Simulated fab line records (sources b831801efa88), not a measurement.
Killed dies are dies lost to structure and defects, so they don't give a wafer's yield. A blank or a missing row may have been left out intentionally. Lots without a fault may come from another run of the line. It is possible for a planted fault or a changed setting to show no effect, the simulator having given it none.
Matching of chambers || flow gf180mcu || 4 sister chambers for GF_V5_CMP_04 on cmp-02
The step polishes SiO2. 4 wafers are shown with their chamber, then 12 later ones without.

## WAFERS PAIRED WITH THEIR CHAMBERS
{"wafer": "L090.6", "chamber": 0, "motor-current-A (A)": 11.3}
{"wafer": "L091.2", "chamber": 2, "motor-current-A (A)": 12.9}
{"wafer": "L091.4", "chamber": 1, "motor-current-A (A)": 12.5}
{"wafer": "L091.5", "chamber": 3, "motor-current-A (A)": 9.3}

## WAFERS WHOSE CHAMBER IS MISSING
{"wafer": "L093.1", "motor-current-A (A)": 10.9}
{"wafer": "L093.2", "motor-current-A (A)": 9.5}
{"wafer": "L093.5", "motor-current-A (A)": 11.4}
{"wafer": "L094.3", "motor-current-A (A)": 11.9}
{"wafer": "L094.4", "motor-current-A (A)": 11.4}
{"wafer": "L094.5", "motor-current-A (A)": 12.5}
{"wafer": "L096.3", "motor-current-A (A)": 13.1}
{"wafer": "L096.5", "motor-current-A (A)": 12.5}
{"wafer": "L096.6", "motor-current-A (A)": 12.7}
{"wafer": "L097.2", "motor-current-A (A)": 9.4}
{"wafer": "L097.5", "motor-current-A (A)": 9.8}
{"wafer": "L097.6", "motor-current-A (A)": 12.9}

## WHICH CHAMBER EACH WENT THROUGH
{"wafer": "L093.1", "from the rows above": 0, "in truth": 0}
{"wafer": "L093.2", "from the rows above": 3, "in truth": 3}
{"wafer": "L093.5", "from the rows above": 0, "in truth": 0}
{"wafer": "L094.3", "from the rows above": "can't be placed: 0 or 1 or 2", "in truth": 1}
{"wafer": "L094.4", "from the rows above": 0, "in truth": 0}
{"wafer": "L094.5", "from the rows above": "can't be placed: 1 or 2", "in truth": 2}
{"wafer": "L096.3", "from the rows above": "can't be placed: 2 or 1", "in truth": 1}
{"wafer": "L096.5", "from the rows above": "can't be placed: 1 or 2", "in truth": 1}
{"wafer": "L096.6", "from the rows above": "can't be placed: 1 or 2", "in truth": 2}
{"wafer": "L097.2", "from the rows above": 3, "in truth": 3}
{"wafer": "L097.5", "from the rows above": 3, "in truth": 3}
{"wafer": "L097.6", "from the rows above": "can't be placed: 2 or 1", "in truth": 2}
Correctly placed: 6 of 12. Not placeable from these rows: 6 (in 6, the candidates include the true chamber). Placed wrongly: 0.
How it was worked out, from the rows above alone: a wafer's distance from a chamber is the root of the sum, over the readings, of the square of ((its reading less the chamber's mean) divided by the reading's scatter). The wafer belongs to the nearest chamber; if the next one is less than 2 further off, it can't be placed. Each chamber's mean is taken over the wafers shown for it. The scatter: root of mean squared gap, hidden wafer to nearest shown wafer, with one shown wafer a chamber.
